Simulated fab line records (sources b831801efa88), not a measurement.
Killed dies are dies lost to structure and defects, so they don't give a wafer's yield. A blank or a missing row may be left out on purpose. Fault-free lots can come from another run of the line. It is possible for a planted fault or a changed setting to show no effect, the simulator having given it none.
fab line records | flow sky130
[record] lots = 6 wafers = 18 last-day = 50
route steps=708 shown CONTACT@412 PAD_OPEN@708
lots that met no fault: taken from a fault-free run of the same line
start-h: start of the lot's first displayed wafer, in hours after the record's first day | wait-h: hours from the lot's prior step to this one | " as in the row above | L1.1+2: a row that stands for several wafers | - either no value or no given start | * or withheld: withheld | < > ~ a bound
route shown NAME@n: NAME is a module with steps in the file, n the number in the route of the first one | usual: the fault-free wafers' mean and standard deviation | same: alike in all rows | chamber/n: place in a boat | sites: the reading at each site | _std_site: standard deviation across them | _edge_site: outer sites' mean less inner sites' | radius-mm: for every site, how far away it sits from the centre of the wafer | mask NAME#n: copy n | behind: tool/chamber where the wafer was last shaped | hold: cause of the lot's hold/its duration in hours/its outcome | device: which transistor (n, p or np) failed to switch | end of line: the route-end tests of the same wafers | a step given without rows: its recipe and nothing more | killed: not the wafer's yield, but the dies lost to structure and defects at the first sort | map: a wafer's dies, marking killed ones x, the rest . and places with no die _
set.NAME: the setting as run; set.NAME@STEP: as run at that earlier step | model.NAME: the simulator's own value behind a step, which no gauge read
lots at some steps of the route; a table a step, a row a wafer
services: a tool's chamber out of use, with start hour (start-h, from the record's first day; less than 0 if before it), hours out, and reason
[[steps]]
[step SKY_CONTACT_DEHYDRATE_06]
[recipe] temp-c = 200 time-s = 60
[step SKY_CONTACT_HMDS_07]
[recipe] prime-time-s = 60 prime-temp-c = 120
[step SKY_CONTACT_COAT_08]
[recipe] resist = BARC temp-c = withheld time-s = withheld spin-rpm = 3000 resist-thk-nm = 60
[step SKY_CONTACT_COAT_09]
[recipe] resist = KrF-thick spin-rpm = 3000 resist-thk-nm = 450
[step SKY_CONTACT_SOFTBAKE_10]
[recipe] temp-c = 100 time-s = 90 resist = KrF-thick
[step SKY_CONTACT_EXPOSE_11]
[recipe] mask-id = CTM1 na = 0.8 source-shape = annular sigma-inner = 0.55 sigma-outer = 0.85 target-cd-nm = 170 dose-mj = 38
[step SKY_CONTACT_PEB_12]
[recipe] peb-temp-c = withheld peb-time-s = withheld resist = KrF-thick
[step SKY_CONTACT_DEVELOP_13]
[recipe] develop-time-s = 60 resist = KrF-thick dev-temp-c = 21
[step SKY_CONTACT_CD_MEAS_14]
[recipe] target-cd-nm = 170
[usual] cd-nm = 169.6/1.7
// columns lot.wafer tool chamber start-h wait-h cd-nm
L191.1 cd-sem-01 - 758.68 - 169.8
L191.3 " - " " 169.0
L191.6 " - " " 169.4
L196.2 cd-sem-02 - 811.41 - 169.3
L196.4 " - " " 170.8
L196.6 " - " " 170.3
L197.2 cd-sem-02 - 818.40 - 170.6
L197.3 " - " " 170.5
L197.6 " - " " 170.1
L205.1 cd-sem-02 - 873.49 - 169.8
L205.5 " - " " 170.5
L205.6 " - " " 169.8
L208.2 cd-sem-02 - 892.50 - 169.8
L208.4 " - " " 168.9
L208.6 " - " " 168.9
L209.2 cd-sem-01 - 907.00 - 169.1
L209.3 " - " " 170.5
L209.5 " - " " 170.0
[step SKY_CONTACT_OVL_MEAS_15]
[usual] CONTACT_OVL = 1/5
// columns lot.wafer tool chamber start-h wait-h CONTACT_OVL[nm]
L191.1 overlay-02 - 758.80 0.1 2
L191.3 " - " " 4
L191.6 " - " " -1
L196.2 overlay-01 - 811.52 0.1 -1
L196.4 " - " " 7
L196.6 " - " " 3
L197.2 overlay-02 - 818.51 0.1 -5
L197.3 " - " " -10
L197.6 " - " " -3
L205.1 overlay-01 - 873.61 0.1 4
L205.5 " - " " 1
L205.6 " - " " -5
L208.2 overlay-01 - 892.61 0.1 4
L208.4 " - " " -1
L208.6 " - " " 0
L209.2 overlay-02 - 907.11 0.1 11
L209.3 " - " " 3
L209.5 " - " " 7
[step SKY_CONTACT_ETCH_16]
[recipe] chemistry = N2/H2 target = BARC ion-energy-ev = 200 source-w = 500 bias-w = 100 pressure-mtorr = 30 n2-flow-sccm = 100 h2-flow-sccm = 200 stop-on = SiO2 time-s = 45.9 target-depth-a = 600
[usual] bias-w = 100.0/0.32 drypump-motor-current-A = 5.6/0.56 oes-product-au = 0.855/0.0047 rf-fwd-power-W = 494.5/2 throttle-valve-pct = 13.226/0.0085
// columns lot.wafer tool chamber start-h wait-h bias-w drypump-motor-current-A oes-product-au rf-fwd-power-W rf-hours-counter-h throttle-valve-pct
L191.1 rie-diel-04 3 758.84 0.0 100.0 6.0 0.861 495.6 42 13.219
L191.3 " 2 " " 100.4 5.0 0.851 495.7 2 13.205
L191.6 " 3 " " 99.6 6.0 0.857 497.2 - 13.212
L196.2 rie-diel-03 0 811.55 0.0 99.7 5.5 0.852 493.4 8 13.220
L196.4 " 1 " " 100.4 6.0 0.850 496.5 16 13.221
L196.6 " 0 " " 99.3 5.5 0.852 492.8 - 13.229
L197.2 rie-diel-03 0 818.54 0.0 100.1 5.5 0.857 494.9 8 13.231
L197.3 " 2 " " 99.6 6.3 0.851 493.3 15 13.228
L197.6 " 3 " " 99.7 4.8 0.858 491.1 - 13.224
L205.1 rie-diel-04 3 873.65 0.0 99.8 6.0 0.849 492.1 2 13.209
L205.5 " 2 " " 99.7 5.0 0.854 495.1 - 13.243
L205.6 " 3 " " 99.9 6.0 0.852 495.5 - 13.227
L208.2 rie-diel-02 2 892.64 0.0 99.8 5.7 0.858 493.1 19 13.234
L208.4 " 0 " " 100.4 4.8 0.858 492.0 10 13.223
L208.6 " 0 " " 100.2 4.8 0.857 491.7 - 13.243
L209.2 rie-diel-03 1 907.14 0.0 99.1 6.0 0.855 493.6 19 13.228
L209.3 " 0 " " 100.7 5.5 0.852 493.5 12 13.226
L209.5 " 1 " " 99.7 6.0 0.855 494.3 - 13.217
[step SKY_CONTACT_ETCH_17]
[recipe] target = SiO2 chemistry = C4F8/O2/Ar stop-on = Si3N4 mask-material = KrF-thick source-w = 1500 bias-w = 1200 pressure-mtorr = 40 c4f8-flow-sccm = withheld O2_flow_sccm = 6 Ar_flow_sccm = 300 time-s = withheld target-depth-a = 3400
[usual] bias-w = 1200/3.6 oes-product-au = 0.891/0.0048 rf-fwd-power-W = 1486/5.1
// columns lot.wafer tool chamber start-h wait-h bias-w oes-product-au rf-fwd-power-W
L191.1 rie-diel-04 3 758.88 0.0 1205 0.894 1484
L191.3 " 2 " " 1198 0.898 1498
L191.6 " 3 " " 1203 0.894 1482
L196.2 rie-diel-03 0 811.59 0.0 1200 0.893 1481
L196.4 " 1 " " 1201 0.885 1492
L196.6 " 0 " " 1200 0.885 1483
L197.2 rie-diel-03 0 818.58 0.0 1204 0.896 1485
L197.3 " 2 " " 1199 0.887 1488
L197.6 " 3 " " 1198 0.885 1486
L205.1 rie-diel-04 3 873.69 0.0 1202 0.881 1492
L205.5 " 2 " " 1203 0.893 1486
L205.6 " 3 " " 1204 0.889 1488
L208.2 rie-diel-02 2 892.68 0.0 1202 0.893 1480
L208.4 " 0 " " 1198 0.894 1481
L208.6 " 0 " " 1196 0.887 1482
L209.2 rie-diel-03 1 907.18 0.0 1205 0.888 1492
L209.3 " 0 " " 1197 0.879 1489
L209.5 " 1 " " 1200 0.889 1486
[step SKY_CONTACT_ETCH_18]
[recipe] target = Si3N4 chemistry = CHF3/O2 stop-on = TiN source-w = 600 bias-w = 200 pressure-mtorr = 40 chf3-flow-sccm = 50 O2_flow_sccm = 5 time-s = 39 target-depth-a = 750
[usual] bias-w = 200.0/0.63 drypump-motor-current-A = 5.6/0.56 oes-product-au = 0.856/0.0081 rf-fwd-power-W = 592.4/2.6 throttle-valve-pct = 8.795/0.0091
// columns lot.wafer tool chamber start-h wait-h bias-w drypump-motor-current-A oes-product-au rf-fwd-power-W rf-hours-counter-h throttle-valve-pct
L191.1 rie-diel-04 3 758 - 200.3 6.0 0.859 593.9 42 8.791
L191.3 " 2 " " 199.6 5.0 0.848 597.2 2 8.789
L191.6 " 3 " " 199.5 6.0 0.859 594.8 - 8.801
L196.2 rie-diel-03 0 811 - 219.0 5.5 0.860 589.5 8 8.807
L196.4 " 1 " " 217.4 6.0 0.870 590.8 16 8.805
L196.6 " 0 " " 219.9 5.5 0.849 593.5 - 8.812
L197.2 rie-diel-03 0 818 - 219.6 5.5 0.851 592.3 8 8.802
L197.3 " 2 " " 218.5 6.3 0.865 589.4 15 8.789
L197.6 " 3 " " 218.7 4.8 0.868 590.9 - 8.793
L205.1 rie-diel-04 3 873 - 199.1 6.0 0.842 592.3 2 8.799
L205.5 " 2 " " 200.8 5.0 0.862 588.7 - 8.787
L205.6 " 3 " " 199.5 6.0 0.856 590.1 - 8.795
L208.2 rie-diel-02 2 892 - 199.7 5.7 0.845 591.2 20 8.796
L208.4 " 0 " " 200.4 4.8 0.864 590.1 10 8.807
L208.6 " 0 " " 199.9 4.8 0.858 592.7 - 8.799
L209.2 rie-diel-03 1 907 - 200.8 6.0 0.855 591.2 19 8.796
L209.3 " 0 " " 200.4 5.5 0.840 593.3 12 8.793
L209.5 " 1 " " 200.8 6.0 0.861 591.2 - 8.793
[step SKY_CONTACT_STRIP_19]
[recipe] chemistry = O2/N2 power-w = 1400 pressure-mtorr = 1500 platen-temp-c = withheld o2-flow-sccm = 3000 n2-flow-sccm = 300 overash-fraction = 0.5
[usual] drypump-motor-current-A = 5.5/0.33 o2-flow-sccm = 3001/9.8 oes-product-au = 0.380/0.0046 strip-time-to-endpoint-s = 3.60/0.034
[same] overash-fraction = 0.5
// columns lot.wafer tool chamber start-h wait-h drypump-motor-current-A o2-flow-sccm oes-product-au rf-hours-counter-h strip-time-to-endpoint-s
L191.1 plasma-asher-04 0 758.97 - 5.4 3002 0.375 97 3.60
L191.3 " 1 " " 4.9 3003 0.381 - 3.56
L191.6 " 1 " " 4.9 2999 0.385 - 3.61
L196.2 plasma-asher-04 1 811.68 - 4.9 3009 0.373 102 3.57
L196.4 " 1 " " 4.9 2996 0.373 - 3.56
L196.6 " 1 " " 4.9 2982 0.380 - 3.52
L197.2 plasma-asher-04 0 818.67 - 5.4 2996 0.372 103 3.55
L197.3 " 1 " " 4.9 2993 0.382 - 3.54
L197.6 " 0 " " 5.4 2991 0.381 - 3.64
L205.1 plasma-asher-03 1 873.78 - 5.9 2994 0.374 41 3.62
L205.5 " 0 " " 5.5 3007 0.388 - 3.57
L205.6 " 1 " " 5.9 2995 0.383 - 3.61
L208.2 plasma-asher-03 0 892.77 - 5.5 2993 0.373 43 3.62
L208.4 " 1 " " 5.9 2993 0.377 - 3.62
L208.6 " 1 " " 5.9 2989 0.385 - 3.62
L209.2 plasma-asher-04 0 907.27 - 5.4 2995 0.380 112 3.57
L209.3 " 1 " " 4.9 2992 0.375 - 3.58
L209.5 " 1 " " 4.9 2999 0.385 - 3.58
[step SKY_PAD_OPEN_PROBE_99]
[usual] killed_at_M0_to_M3 = 44/7.2 killed_at_M4_up = 3.0/1.9 killed-at-contacts = 25/4.8 killed-at-front-end = 16/4.2 killed-at-other = 0.2/0.44 killed-dies = 88/9.3 killed-open = 48/7.1 killed-short = 40/6.5
[same] gross-dies = 492 killed-at-back-side = 0
// columns lot.wafer tool chamber start-h wait-h killed_at_M0_to_M3 killed_at_M4_up killed-at-contacts killed-at-front-end killed-at-other killed-dies killed-open killed-short
L196.2 prober-02 - 1133.54 0.1 41 3 27 12 0 83 49 34
L196.4 prober-02 - 1133.64 0.2 40 7 30 24 0 101 47 54
L196.6 prober-02 - 1133.74 0.2 40 2 27 18 0 87 48 39
// killed by level:class
L196.2 CONTACT:geometric-particle:open=9 LI_CONTACT:geometric-particle:open=9 VIA1:geometric-particle:open=7 VIA3:geometric-particle:open=7 METAL1:geometric-particle:short=6 VIA2:geometric-particle:open=6 LOCAL_INTERCONNECT:geometric-particle:short=4 CONTACT:geometric-particle:short=4
L196.4 METAL2:geometric-particle:short=11 LI_CONTACT:geometric-particle:open=9 VIA3:geometric-particle:open=8 FIELD_ISO:geometric-particle:open=6 LI_CONTACT:geometric-particle:short=6 CONTACT:geometric-particle:open=6 FIELD_ISO:geometric-particle:short=5 CONTACT:geometric-particle:short=5
L196.6 CONTACT:geometric-particle:open=12 VIA1:geometric-particle:short=8 VIA3:geometric-particle:open=8 FIELD_ISO:geometric-particle:open=7 CONTACT:geometric-particle:short=7 VIA1:geometric-particle:open=7 LI_CONTACT:geometric-particle:open=6 FIELD_ISO:geometric-particle:short=4
[[services]]
// columns tool chamber start-h hours kind
plasma-asher-03 - 734.96 14.6 pm
rie-diel-02 2 751.17 12.6 repair
rie-diel-04 3 766.33 - clean
rie-diel-04 3 766.33 23.0 scheduled-down
rie-diel-04 3 766.33 23.0 vent-cycle
plasma-asher-04 - 767.82 5.9 pm
rie-diel-03 - 800.11 0.2 repair
rie-diel-02 1 804.19 5.4 repair
rie-diel-04 3 811.65 16.3 repair
rie-diel-02 1 826.38 1.7 repair
rie-diel-04 1 828.89 10.4 repair
rie-diel-02 0 838.41 8.5 repair
rie-diel-04 2 886.24 5.4 repair
rie-diel-02 0 893.98 4.1 repair
rie-diel-02 3 907.30 4.8 repair
[[key]]
[first-sign] step = SKY_CONTACT_ETCH_18 reading = bias-w direction = up sigmas = 30 usual = 200.0 struck = 218.9
effect none on later readings
met-at SKY_CONTACT_ETCH_18
struck-wafers L196.2,L196.4,L196.6,L197.2,L197.3,L197.6
tester-left-out L196,L197
[fault] kind = process-parameter-drift tool = rie-diel-03 chamber = - onset-h = 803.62 steps = SKY_CONTACT_ETCH_18 channel = bias-w offset = 18.958 shape = step end-h = 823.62 acts-in = these-recipes-only stated = 200
// tester-left-out: of these lots the tester's yield and bins aren't shown, on N5 and GAA mostly nor the transistor test; their killed dies are dies lost to structure and defects alone, not to doping, threshold or leakage, so they don't give the yield
